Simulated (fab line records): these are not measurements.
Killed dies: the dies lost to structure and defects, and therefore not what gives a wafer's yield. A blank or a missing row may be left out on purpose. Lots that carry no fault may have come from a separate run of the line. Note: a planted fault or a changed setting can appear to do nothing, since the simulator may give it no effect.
fab line records -- flow sky130
record: lots: 6, wafers: 17, lastDay: 49
route steps=708 shown VIA1@467 METAL2@483 PAD_OPEN@708
lots untouched by any fault: they come from a run of this same line in which no faults occurred
startH: start of the lot's first displayed wafer, in hours after the record's first day -- waitH: time in hours since the lot's previous step -- " the same as in the row above -- L1.1+2: one row covering several wafers at once -- - value missing, or start not given -- * or withheld: withheld -- < > ~ a bound
route shown NAME@n: names a module that has steps shown in the file, with the first one's number in the route -- usual: average and standard deviation across the fault-free wafers -- same: alike in all rows -- chamber/n: place in a boat -- sites: each site's reading -- _std_site: the standard deviation of these -- _edge_site: outer sites' mean less inner sites' -- radiusMm: for every site, how far away it sits from the centre of the wafer -- mask NAME#n: copy n -- behind: tool/chamber where the wafer was last shaped -- hold: why the lot was held/for how many hours/how that ended -- device: the n, p or np transistor that did not switch -- end of line: the same wafers' tests at the end of the route -- for a step that has no rows: nothing shown but its recipe -- killed: the dies lost at the first sort to structure and to defects; this is not the yield of the wafer -- map: the dies of a wafer, with x for killed, . for not killed, _ for no die there
set.NAME: the setting that was run; set.NAME@STEP: the one run at that earlier step -- model.NAME: the simulator's own value behind a step, which no gauge read
lots seen at some steps along the route; tables by step, rows by wafer
services: a tool's chamber out of use, with start hour (startH, from the record's first day; less than 0 if before it), hours out, and reason
== steps ==
step: SKY_VIA1_EXPOSE_09
recipe: maskId: VIM, na: 0.8, sourceShape: annular, sigmaInner: 0.55, sigmaOuter: 0.85, targetCdNm: 150, doseMj: 38
step: SKY_VIA1_PEB_10
recipe: pebTempC: withheld, pebTimeS: withheld, resist: KrF-thick
step: SKY_VIA1_DEVELOP_11
recipe: developTimeS: 60, resist: KrF-thick, devTempC: 21
step: SKY_VIA1_CD_MEAS_12
recipe: targetCdNm: 150
usual: cdNm: 150.3/1.7
lot.wafer,tool,chamber,startH,waitH,cdNm
L356.4,cdSem-02,-,832.19,-,149.0
L356.5,cdSem-02,-,832.19,-,149.0
L356.6,cdSem-02,-,832.19,-,150.7
L358.2,cdSem-01,-,863.85,-,147.7
L358.4,cdSem-01,-,863.85,-,148.9
L358.6,cdSem-01,-,863.85,-,145.8
L360.2,cdSem-01,-,879.07,-,149.2
L360.3,cdSem-01,-,879.07,-,148.6
L360.4,cdSem-01,-,879.07,-,148.3
L361.3,cdSem-01,-,889.96,-,152.6
L361.4,cdSem-01,-,889.96,-,151.8
L361.5,cdSem-01,-,889.96,-,151.4
L366.1,cdSem-02,-,916.12,-,151.0
L366.2,cdSem-02,-,916.12,-,149.2
L366.4,cdSem-02,-,916.12,-,152.4
L368.3,cdSem-01,-,923.51,-,149.8
L368.6,cdSem-01,-,923.51,-,149.7
step: SKY_VIA1_OVL_MEAS_13
usual: VIA1_OVL: -1/6.6
lot.wafer,tool,chamber,startH,waitH,VIA1_OVL[nm]
L356.4,overlay-01,-,832.27,0.1,-1
L356.5,overlay-01,-,832.27,0.1,-2
L356.6,overlay-01,-,832.27,0.1,-5
L358.2,overlay-01,-,863.96,0.1,7
L358.4,overlay-01,-,863.96,0.1,7
L358.6,overlay-01,-,863.96,0.1,7
L360.2,overlay-01,-,879.18,0.1,1
L360.3,overlay-01,-,879.18,0.1,8
L360.4,overlay-01,-,879.18,0.1,12
L361.3,overlay-01,-,890.05,0.1,-1
L361.4,overlay-01,-,890.05,0.1,-1
L361.5,overlay-01,-,890.05,0.1,-4
L366.1,overlay-01,-,916.24,0.1,0
L366.2,overlay-01,-,916.24,0.1,-1
L366.4,overlay-01,-,916.24,0.1,7
L368.3,overlay-02,-,923.61,0.1,8
L368.6,overlay-02,-,923.61,0.1,4
step: SKY_VIA1_ETCH_14
recipe: chemistry: N2/H2, target: BARC, ionEnergyEv: 200, sourceW: 500, biasW: 100, pressureMtorr: 30, n2FlowSccm: 100, h2FlowSccm: 200, stopOn: SiO2, timeS: 45.9, targetDepthA: 600
usual: drypumpMotorCurrentA: 5.7/0.46, oesProductAu: 0.853/0.0046, rfFwdPowerW: 495.1/2, throttleValvePct: 13.225/0.0098
lot.wafer,tool,chamber,startH,waitH,drypumpMotorCurrentA,oesProductAu,rfFwdPowerW,rfHoursCounterH,throttleValvePct
L356.4,rieDiel-04,3,832.28,0.0,5.9,0.852,495.9,9,13.227
L356.5,rieDiel-04,3,832.28,0.0,5.9,0.855,497.0,-,13.229
L356.6,rieDiel-04,2,832.28,0.0,5.6,0.856,494.5,-,13.222
L358.2,rieDiel-01,1,863.99,0.0,5.4,0.852,494.8,17,13.213
L358.4,rieDiel-01,2,863.99,0.0,6.5,0.856,491.8,16,13.227
L358.6,rieDiel-01,1,863.99,0.0,5.4,0.856,495.0,-,13.234
L360.2,rieDiel-01,2,879.21,0.0,6.5,0.855,489.8,16,13.235
L360.3,rieDiel-01,0,879.21,0.0,6.5,0.861,492.2,19,13.213
L360.4,rieDiel-01,1,879.21,0.0,5.4,0.850,495.5,18,13.227
L361.3,rieDiel-04,2,890.08,0.0,5.6,0.850,492.8,12,13.223
L361.4,rieDiel-04,1,890.08,0.0,5.6,0.856,496.8,20,13.240
L361.5,rieDiel-04,0,890.08,0.0,5.7,0.852,496.0,-,13.222
L366.1,rieDiel-02,2,916.28,0.0,5.2,0.853,496.8,9,13.215
L366.2,rieDiel-02,3,916.28,0.0,5.1,0.842,495.5,9,13.240
L366.4,rieDiel-02,1,916.28,0.0,5.7,0.849,495.6,23,13.220
L368.3,rieDiel-01,1,923.63,0.0,5.4,0.854,497.8,19,13.233
L368.6,rieDiel-01,0,923.63,0.0,6.5,0.854,494.6,-,13.218
step: SKY_VIA1_ETCH_15
recipe: target: SiO2, chemistry: C4F8/O2/Ar, targetDepthNm: 351, stopOn: TiN, maskMaterial: KrF-thick, sourceW: 1500, biasW: 1200, pressureMtorr: 40, c4f8FlowSccm: withheld, O2_flow_sccm: 6, Ar_flow_sccm: 300, timeS: 54
usual: oesProductAu: 0.981/0.0074, rfFwdPowerW: 1487/5.4
lot.wafer,tool,chamber,startH,waitH,oesProductAu,rfFwdPowerW,rfHoursCounterH
L356.4,rieDiel-04,3,832.33,0.0,0.977,1492,9
L356.5,rieDiel-04,3,832.33,0.0,0.993,1486,-
L356.6,rieDiel-04,2,832.33,0.0,0.981,1482,-
L358.2,rieDiel-01,1,864.03,0.0,0.982,1485,17
L358.4,rieDiel-01,2,864.03,0.0,0.986,1483,16
L358.6,rieDiel-01,1,864.03,0.0,0.980,1489,-
L360.2,rieDiel-01,2,879.25,0.0,0.983,1488,16
L360.3,rieDiel-01,0,879.25,0.0,0.977,1482,19
L360.4,rieDiel-01,1,879.25,0.0,0.975,1491,18
L361.3,rieDiel-04,2,890.12,0.0,0.982,1484,12
L361.4,rieDiel-04,1,890.12,0.0,0.978,1494,20
L361.5,rieDiel-04,0,890.12,0.0,0.989,1491,-
L366.1,rieDiel-02,2,916.32,0.0,0.975,1481,9
L366.2,rieDiel-02,3,916.32,0.0,0.978,1490,9
L366.4,rieDiel-02,1,916.32,0.0,0.986,1487,23
L368.3,rieDiel-01,1,923.67,0.0,0.983,1492,19
L368.6,rieDiel-01,0,923.67,0.0,0.978,1478,-
step: SKY_VIA1_STRIP_16
recipe: chemistry: O2/N2, powerW: 1400, pressureMtorr: 1500, platenTempC: withheld, o2FlowSccm: 3000, n2FlowSccm: 300, overashFraction: 0.5
usual: drypumpMotorCurrentA: 5.8/0.47, oesProductAu: 0.416/0.0045, stripTimeToEndpointS: 4.45/0.031
lot.wafer,tool,chamber,startH,waitH,drypumpMotorCurrentA,oesProductAu,rfHoursCounterH,stripTimeToEndpointS
L356.4,plasmaAsher-04,1,832.41,0.1,5.4,0.412,-,4.43
L356.5,plasmaAsher-04,1,832.41,0.1,5.4,0.421,-,4.44
L356.6,plasmaAsher-04,0,832.41,0.1,6.6,0.418,-,4.46
L358.2,plasmaAsher-04,0,864.07,0.0,6.6,0.420,69,4.48
L358.4,plasmaAsher-04,0,864.07,0.0,6.6,0.419,-,4.41
L358.6,plasmaAsher-04,1,864.07,0.0,5.4,0.418,-,4.48
L360.2,plasmaAsher-02,0,879.30,0.0,5.4,0.421,14,4.43
L360.3,plasmaAsher-02,0,879.30,0.0,5.3,0.419,-,4.48
L360.4,plasmaAsher-02,1,879.30,0.0,5.5,0.417,-,4.47
L361.3,plasmaAsher-03,1,890.20,0.1,5.6,0.420,-,4.45
L361.4,plasmaAsher-03,0,890.20,0.1,6.0,0.410,-,4.48
L361.5,plasmaAsher-03,0,890.20,0.1,6.0,0.414,-,4.42
L366.1,plasmaAsher-04,1,916.37,0.0,5.4,0.422,75,4.48
L366.2,plasmaAsher-04,0,916.37,0.0,6.6,0.419,75,4.45
L366.4,plasmaAsher-04,1,916.37,0.0,5.3,0.416,-,4.43
L368.3,plasmaAsher-02,1,923.75,0.1,5.5,0.415,-,4.46
L368.6,plasmaAsher-02,1,923.75,0.1,5.5,0.413,-,4.48
step: SKY_VIA1_STRIP_17
recipe: chemistry: postEtchResidueRemover, timeS: 1200, tempC: 72.5
step: SKY_VIA1_CLEAN_18
recipe: chemistry: IPA, timeS: 180, tempC: 25
step: SKY_VIA1_CLEAN_19
recipe: chemistry: O3/DIW, dry: n2Spin
step: SKY_VIA1_SPUTTER_20
recipe: material: TiN, targetThkNm: 20, chamberPressurePa: 5, powerW: 4000, timeS: 80
usual: cathodeDcPowerW: 4000.0/0.76, throttleValvePct: 30.1/1.3
lot.wafer,tool,chamber,startH,waitH,cathodeDcPowerW,throttleValvePct
L356.4,pvdSputter-02,-,832.97,0.0,3999.2,32.1
L356.5,pvdSputter-02,-,832.97,0.0,3999.8,30.6
L356.6,pvdSputter-02,-,832.97,0.0,3999.9,28.4
L358.2,pvdSputter-03,-,864.67,0.0,4000.2,28.7
L358.4,pvdSputter-03,-,864.67,0.0,4000.1,30.5
L358.6,pvdSputter-03,-,864.67,0.0,3999.5,28.5
L360.2,pvdSputter-03,-,879.92,0.0,3999.3,31.7
L360.3,pvdSputter-03,-,879.92,0.0,3999.7,28.6
L360.4,pvdSputter-03,-,879.92,0.0,4000.1,29.7
L361.3,pvdSputter-03,-,890.80,0.0,4000.6,28.6
L361.4,pvdSputter-03,-,890.80,0.0,3999.3,32.0
L361.5,pvdSputter-03,-,890.80,0.0,3999.2,30.3
L366.1,pvdSputter-02,-,916.96,0.0,3998.8,28.8
L366.2,pvdSputter-02,-,916.96,0.0,4000.2,32.4
L366.4,pvdSputter-02,-,916.96,0.0,3999.5,30.8
L368.3,pvdSputter-03,-,924.31,0.0,3999.9,31.8
L368.6,pvdSputter-03,-,924.31,0.0,3999.9,31.2
step: SKY_VIA1_CVD_21
recipe: material: W, targetThkNm: 270, timeS: 80.902, tempC: 400, pressureTorr: 40
usual: heaterPowerW: 931/42
lot.wafer,tool,chamber,startH,waitH,heaterPowerW,model.W_of_VIA1_CVD_21.thkNm
L356.4,cvdW-02,0,833.06,0.1,975,269.2
L356.5,cvdW-02,1,833.06,0.1,950,269.3
L356.6,cvdW-02,0,833.06,0.1,949,270.8
L358.2,cvdW-01,0,864.73,0.0,912,271.2
L358.4,cvdW-01,0,864.73,0.0,914,271.2
L358.6,cvdW-01,1,864.73,0.0,890,268.1
L360.2,cvdW-02,0,879.98,0.0,989,268.1
L360.3,cvdW-02,1,879.98,0.0,976,267.9
L360.4,cvdW-02,0,879.98,0.0,971,270.5
L361.3,cvdW-01,0,890.89,0.1,912,269.3
L361.4,cvdW-01,1,890.89,0.1,897,270.4
L361.5,cvdW-01,0,890.89,0.1,939,270.1
L366.1,cvdW-02,0,917.02,0.0,958,266.5
L366.2,cvdW-02,1,917.02,0.0,957,271.2
L366.4,cvdW-02,1,917.02,0.0,946,369.7
L368.3,cvdW-02,0,924.40,0.1,978,266.1
L368.6,cvdW-02,1,924.40,0.1,974,366.7
step: SKY_VIA1_RS_MEAS_22
recipe: thkMeasGauge: four-point-probe, reads: W_of_VIA1_CVD_21+TiN_of_VIA1_SPUTTER_20
usual: VIA1_W_RS: 0.426/0.0043
lot.wafer,tool,chamber,startH,waitH,VIA1_W_RS[ohm/sq]
L356.4,filmMetro-04,-,833.18,0.1,0.428
L356.5,filmMetro-04,-,833.18,0.1,0.428
L356.6,filmMetro-04,-,833.18,0.1,0.426
L358.2,filmMetro-02,-,864.84,0.1,0.424
L358.4,filmMetro-02,-,864.84,0.1,0.424
L358.6,filmMetro-02,-,864.84,0.1,0.429
L360.2,filmMetro-02,-,880.10,0.1,0.428
L360.3,filmMetro-02,-,880.10,0.1,0.429
L360.4,filmMetro-02,-,880.10,0.1,0.425
L361.3,filmMetro-01,-,890.99,0.1,0.428
L361.4,filmMetro-01,-,890.99,0.1,0.426
L361.5,filmMetro-01,-,890.99,0.1,0.427
L366.1,filmMetro-02,-,917.11,0.1,0.432
L366.2,filmMetro-02,-,917.11,0.1,0.424
L366.4,filmMetro-02,-,917.11,0.1,0.309
L368.3,filmMetro-02,-,924.50,0.1,0.432
L368.6,filmMetro-02,-,924.50,0.1,0.312
step: SKY_VIA1_THK_MEAS_23
recipe: thkMeasGauge: xrf, reads: W_of_VIA1_CVD_21
usual: VIA1_W_THK: 273.8/3
lot.wafer,tool,chamber,startH,waitH,VIA1_W_THK[nm]
L356.4,filmMetro-04,-,833.27,0.1,274.1
L356.5,filmMetro-04,-,833.27,0.1,274.1
L356.6,filmMetro-04,-,833.27,0.1,276.4
L358.2,filmMetro-02,-,864.95,0.1,274.9
L358.4,filmMetro-02,-,864.95,0.1,274.4
L358.6,filmMetro-02,-,864.95,0.1,270.1
L360.2,filmMetro-02,-,880.21,0.1,270.3
L360.3,filmMetro-02,-,880.21,0.1,271.3
L360.4,filmMetro-02,-,880.21,0.1,273.8
L361.3,filmMetro-01,-,891.09,0.1,274.1
L361.4,filmMetro-01,-,891.09,0.1,274.8
L361.5,filmMetro-01,-,891.09,0.1,273.0
L366.1,filmMetro-02,-,917.23,0.1,269.8
L366.2,filmMetro-02,-,917.23,0.1,274.0
L366.4,filmMetro-02,-,917.23,0.1,376.0
L368.3,filmMetro-02,-,924.60,0.1,270.2
L368.6,filmMetro-02,-,924.60,0.1,373.6
step: SKY_VIA1_CMP_24
recipe: stopOn: SiO2, tOverpolishS: 15, downForcePsi: 3.5, platenRpm: 60, targetThkNm: 0, padVelocityMS: 0.94248
usual: motorCurrentA: 10.8/1.2, timeToEndpointS: 64/5.5
lot.wafer,tool,chamber,startH,waitH,motorCurrentA,timeToEndpointS
L356.4,cmp-01,3,833.45,0.2,13.5,59
L356.5,cmp-01,0,833.45,0.2,9.9,57
L356.6,cmp-01,1,833.45,0.2,10.7,67
L358.2,cmp-02,1,865.00,0.0,9.3,65
L358.4,cmp-02,0,865.00,0.0,10.9,75
L358.6,cmp-02,2,865.00,0.0,10.9,67
L360.4,cmp-02,3,880.26,0.0,10.2,69
L360.3,cmp-02,1,880.26,0.0,8.9,66
L360.2,cmp-02,2,880.26,0.0,11.8,68
L361.3,cmp-01,2,891.18,0.1,11.4,61
L361.4,cmp-01,3,891.18,0.1,13.1,61
L361.5,cmp-01,2,891.18,0.1,12.1,62
L366.1,cmp-01,0,917.29,0.1,9.7,54
L366.4,cmp-01,1,917.29,0.1,11.6,88
L366.2,cmp-01,3,917.29,0.1,13.0,57
L368.3,cmp-02,0,924.64,0.0,10.4,74
L368.6,cmp-02,1,924.64,0.0,8.8,85
step: SKY_METAL2_SPUTTER_00
recipe: material: Ti, targetThkNm: 15, powerW: 3000, timeS: 10, chamberPressurePa: 0.4
usual: cathodeDcPowerW: 3000.0/0.55, throttleValvePct: 29.9/1
lot.wafer,tool,chamber,startH,waitH,cathodeDcPowerW,throttleValvePct
L356.4,pvdSputter-01,-,833.60,0.1,2999.2,28.6
L356.5,pvdSputter-01,-,833.60,0.1,2999.9,28.9
L356.6,pvdSputter-01,-,833.60,0.1,3001.0,28.1
L358.2,pvdSputter-01,-,865.30,0.2,2999.9,28.9
L358.4,pvdSputter-01,-,865.30,0.2,2999.9,30.0
L358.6,pvdSputter-01,-,865.30,0.2,3001.0,28.8
L360.2,pvdSputter-04,-,880.56,0.1,3000.9,28.8
L360.3,pvdSputter-04,-,880.56,0.1,2999.2,30.6
L360.4,pvdSputter-04,-,880.56,0.1,2999.4,30.3
L361.3,pvdSputter-04,-,891.43,0.2,2999.8,30.6
L361.4,pvdSputter-04,-,891.43,0.2,3000.4,30.4
L361.5,pvdSputter-04,-,891.43,0.2,2999.9,29.2
L366.1,pvdSputter-01,-,917.59,0.2,3000.3,30.6
L366.2,pvdSputter-01,-,917.59,0.2,2999.4,28.0
L366.4,pvdSputter-01,-,917.59,0.2,3000.8,30.4
L368.3,pvdSputter-02,-,924.94,0.2,2999.8,29.1
L368.6,pvdSputter-02,-,924.94,0.2,3000.2,32.1
step: SKY_PAD_OPEN_PROBE_99
usual: defectLimitedYield: 82.5/2, killed_at_M0_to_M3: 44/7.7, killed_at_M4_up: 3.0/1.9, killedAtContacts: 25/5.6, killedAtFrontEnd: 15/4.6, killedAtOther: 0.3/0.47, killedDies: 86/9.9, killedOpen: 47/7.4, killedShort: 39/5.9, sort_bin_3_pad_short: 0.8/0.37, sort_bin_5_function: 10.4/1.5, sort_bin_6_memory: 6.3/1, sortNPass: 406/9.9, sortYieldPct: 82.5/2
same: grossDies: 492, killedAtBackSide: 0, sort_bin_4_leakage[%]: 0, sort_bin_8_speed[%]: 0
lot.wafer,tool,chamber,startH,waitH,defectLimitedYield[%],killed_at_M0_to_M3,killed_at_M4_up,killedAtContacts,killedAtFrontEnd,killedAtOther,killedDies,killedOpen,killedShort,sort_bin_3_pad_short[%],sort_bin_5_function[%],sort_bin_6_memory[%],sortNPass,sortYieldPct[%]
L356.4,prober-01,-,1107.76,0.2,82.9,37,5,31,10,1,84,37,47,0.6,9.1,7.3,408,82.9
L356.5,prober-01,-,1107.81,0.2,77.8,50,4,41,14,0,109,63,46,0.8,15.0,6.3,383,77.8
L356.6,prober-01,-,1107.86,0.2,79.9,49,2,24,24,0,99,53,46,1.0,11.2,7.9,393,79.9
L358.2,prober-02,-,1133.10,0.1,83.1,35,7,32,9,0,83,41,42,0.8,10.2,5.9,409,83.1
L358.4,prober-02,-,1133.20,0.2,86.4,40,3,18,6,0,67,34,33,0.6,7.9,5.1,425,86.4
L358.6,prober-02,-,1133.30,0.2,84.1,36,1,27,13,1,78,42,36,0.8,8.1,6.9,414,84.1
L360.2,prober-02,-,1144.01,0.1,84.3,42,2,19,13,1,77,45,32,1.4,8.5,5.7,415,84.3
L360.3,prober-02,-,1144.06,0.2,81.9,52,2,15,20,0,89,59,30,1.2,11.8,5.1,403,81.9
L360.4,prober-02,-,1144.11,0.2,85.2,40,3,14,15,1,73,41,32,0.4,8.3,6.1,419,85.2
L361.3,prober-01,-,1151.96,0.2,87.6,30,2,17,12,0,61,41,20,0.6,6.5,5.3,431,87.6
L361.4,prober-01,-,1152.01,0.2,84.3,33,3,28,13,0,77,48,29,0.6,8.3,6.7,415,84.3
L361.5,prober-01,-,1152.06,0.2,84.8,35,5,22,13,0,75,51,24,0.4,8.7,6.1,417,84.8
L366.1,prober-01,-,1169.05,0.1,85.8,34,5,16,15,0,70,39,31,0.4,8.3,5.5,422,85.8
L366.2,prober-01,-,1169.10,0.1,82.1,45,3,27,13,0,88,48,40,0.2,10.8,6.9,404,82.1
L366.4,prober-01,-,1169.20,0.2,81.5,52,1,23,15,0,91,50,41,0.8,11.8,5.9,401,81.5
L368.3,prober-01,-,1176.79,0.2,81.1,45,3,29,16,0,93,45,48,1.2,10.0,7.7,399,81.1
L368.6,prober-01,-,1176.94,0.2,79.1,55,2,27,18,1,103,57,46,0.6,13.2,7.1,389,79.1
killed by level:class
L356.4 LI_CONTACT:geometricParticle:open=10 CONTACT:geometricParticle:open=8 VIA1:geometricParticle:open=6 VIA3:geometricParticle:open=6 LOCAL_INTERCONNECT:geometricParticle:short=5 CONTACT:geometricParticle:short=5 METAL2:geometricParticle:short=5 METAL4:geometricParticle:short=4
L356.5 LI_CONTACT:geometricParticle:open=15 VIA1:geometricParticle:open=13 VIA3:geometricParticle:open=9 CONTACT:geometricParticle:open=7 LI_CONTACT:geometricParticle:short=6 CONTACT:geometricParticle:short=6 METAL2:geometricParticle:short=6 VIA2:geometricParticle:open=6
L356.6 VIA1:geometricParticle:open=10 CONTACT:geometricParticle:open=9 POLY_GATE:geometricParticle:open=8 VIA3:geometricParticle:open=8 LOCAL_INTERCONNECT:geometricParticle:short=7 METAL1:geometricParticle:short=6 VIA1:geometricParticle:short=6 VIA2:geometricParticle:open=6
L358.2 LI_CONTACT:geometricParticle:open=10 LOCAL_INTERCONNECT:geometricParticle:short=9 CONTACT:geometricParticle:short=7 VIA1:geometricParticle:open=6 VIA3:geometricParticle:open=6 METAL4:geometricParticle:short=5 VIA1:geometricParticle:short=4 POLY_GATE:geometricParticle:short=3
L358.4 CONTACT:geometricParticle:open=10 VIA2:geometricParticle:open=8 METAL2:geometricParticle:short=8 VIA1:geometricParticle:open=6 METAL1:geometricParticle:short=4 VIA1:geometricParticle:short=4 VIA2:geometricParticle:short=4 LOCAL_INTERCONNECT:geometricParticle:short=3
L358.6 LI_CONTACT:geometricParticle:open=9 CONTACT:geometricParticle:open=9 METAL1:geometricParticle:short=6 VIA2:geometricParticle:open=6 FIELD_ISO:geometricParticle:short=5 VIA3:geometricParticle:open=5 LOCAL_INTERCONNECT:geometricParticle:short=4 VIA1:geometricParticle:short=4
L360.2 VIA1:geometricParticle:open=14 METAL2:geometricParticle:short=6 CONTACT:geometricParticle:open=5 VIA3:geometricParticle:open=5 FIELD_ISO:geometricParticle:short=4 LI_CONTACT:geometricParticle:open=4 LOCAL_INTERCONNECT:geometricParticle:short=4 METAL1:geometricParticle:short=4
L360.3 VIA1:geometricParticle:open=15 FIELD_ISO:geometricParticle:open=12 VIA2:geometricParticle:open=8 VIA3:geometricParticle:open=8 LI_CONTACT:geometricParticle:open=5 METAL1:geometricParticle:short=5 VIA1:geometricParticle:short=5 METAL2:geometricParticle:short=5
L360.4 VIA1:geometricParticle:open=14 CONTACT:geometricParticle:open=7 FIELD_ISO:geometricParticle:open=4 POLY_GATE:geometricParticle:open=4 VIA3:geometricParticle:open=4 METAL2:geometricParticle:short=4 POLY_GATE:geometricParticle:short=3 LI_CONTACT:geometricParticle:open=3
L361.3 CONTACT:geometricParticle:open=8 LI_CONTACT:geometricParticle:open=8 VIA2:geometricParticle:open=7 VIA3:geometricParticle:open=6 METAL1:geometricParticle:short=6 FIELD_ISO:geometricParticle:open=3 FIELD_ISO:geometricParticle:short=3 POLY_GATE:geometricParticle:open=3
L361.4 CONTACT:geometricParticle:open=18 VIA1:geometricParticle:open=7 VIA3:geometricParticle:open=6 METAL2:geometricParticle:short=6 LI_CONTACT:geometricParticle:open=5 FIELD_ISO:geometricParticle:short=4 FIELD_ISO:geometricParticle:open=3 POLY_GATE:geometricParticle:open=3
L361.5 LI_CONTACT:geometricParticle:open=9 VIA1:geometricParticle:open=8 CONTACT:geometricParticle:open=8 VIA3:geometricParticle:open=7 VIA2:geometricParticle:open=7 FIELD_ISO:geometricParticle:open=5 METAL4:geometricParticle:short=5 METAL1:geometricParticle:short=4
L366.1 VIA1:geometricParticle:open=8 METAL1:geometricParticle:short=7 POLY_GATE:geometricParticle:open=5 VIA2:geometricParticle:open=5 LI_CONTACT:geometricParticle:open=5 CONTACT:geometricParticle:open=5 VIA3:geometricParticle:open=5 FIELD_ISO:geometricParticle:open=4
L366.2 VIA1:geometricParticle:open=13 LOCAL_INTERCONNECT:geometricParticle:short=8 CONTACT:geometricParticle:open=7 VIA3:geometricParticle:open=7 LI_CONTACT:geometricParticle:open=5 FIELD_ISO:geometricParticle:open=4 METAL1:geometricParticle:short=4 VIA1:geometricParticle:short=4
L366.4 VIA1:geometricParticle:open=16 CONTACT:geometricParticle:open=10 VIA1:geometricParticle:short=9 CONTACT:geometricParticle:short=7 VIA2:geometricParticle:open=6 VIA3:geometricParticle:open=6 POLY_GATE:geometricParticle:open=5 VIA2:geometricParticle:short=5
L368.3 CONTACT:geometricParticle:open=9 VIA2:geometricParticle:open=8 CONTACT:geometricParticle:short=7 FIELD_ISO:geometricParticle:short=6 LOCAL_INTERCONNECT:geometricParticle:short=6 VIA1:geometricParticle:short=6 VIA1:geometricParticle:open=6 VIA3:geometricParticle:open=6
L368.6 CONTACT:geometricParticle:open=13 VIA1:geometricParticle:open=8 POLY_GATE:geometricParticle:open=7 LI_CONTACT:geometricParticle:open=7 METAL2:geometricParticle:short=7 METAL3:geometricParticle:short=7 VIA3:geometricParticle:short=7 VIA3:geometricParticle:open=7
== services ==
tool,chamber,startH,hours,kind
rieDiel-01,0,811.03,12.7,repair
cmp-02,-,819.59,3.8,repair
cmp-01,-,830.49,1.9,repair
plasmaAsher-03,-,857.92,4.0,repair
rieDiel-02,0,860.10,-,clean
rieDiel-02,0,860.10,26.4,scheduledDown
rieDiel-02,0,860.10,26.4,ventCycle
pvdSputter-01,-,868.54,2.8,repair
rieDiel-04,2,874.25,1.2,repair
plasmaAsher-03,-,874.41,15.6,pm
cmp-01,-,878.28,0.7,repair
rieDiel-02,-,881.93,0.7,repair
cmp-01,-,884.45,0.6,repair
cvdW-02,-,902.68,2.8,pm
rieDiel-04,1,902.94,-,clean
rieDiel-04,1,902.94,15.4,scheduledDown
rieDiel-04,1,902.94,15.4,ventCycle
cvdW-01,-,904.00,14.0,pm
plasmaAsher-02,-,907.00,2.8,pm
cmp-01,-,912.10,4.0,pm
cmp-01,-,916.10,-,consumableReplace:conditioner
cmp-01,-,916.10,-,consumableReplace:pad
cvdW-01,-,918.00,6.9,pm
rieDiel-02,-,922.35,15.6,pm
== key ==
firstSign: step: SKY_VIA1_RS_MEAS_22, reading: VIA1_W_RS, direction: down, sigmas: 27, usual: 0.426, struck: 0.311
effect: step: SKY_VIA1_THK_MEAS_23, reading: VIA1_W_THK, direction: up, sigmas: 34, usual: 273.8, struck: 374.8
effect: step: SKY_VIA1_CMP_24, reading: timeToEndpointS, direction: up, sigmas: 4.1, usual: *, struck: *
modelEffect: step: SKY_VIA1_CVD_21, value: W_of_VIA1_CVD_21.thkNm, without: 270.8, struck: 368.2
metAt SKY_VIA1_CVD_21
struckWafers L366.4,L368.6
onsetBetween 879.98 917.02
fault: kind: processParameterDrift, tool: cvdW-02, chamber: -, onsetH: 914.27, steps: SKY_VIA1_CVD_21, channel: targetThkNm, offset: 97.383, shape: step, endH: 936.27, scope: struckWafersOnly, actsIn: theseRecipesOnly, stated: 270
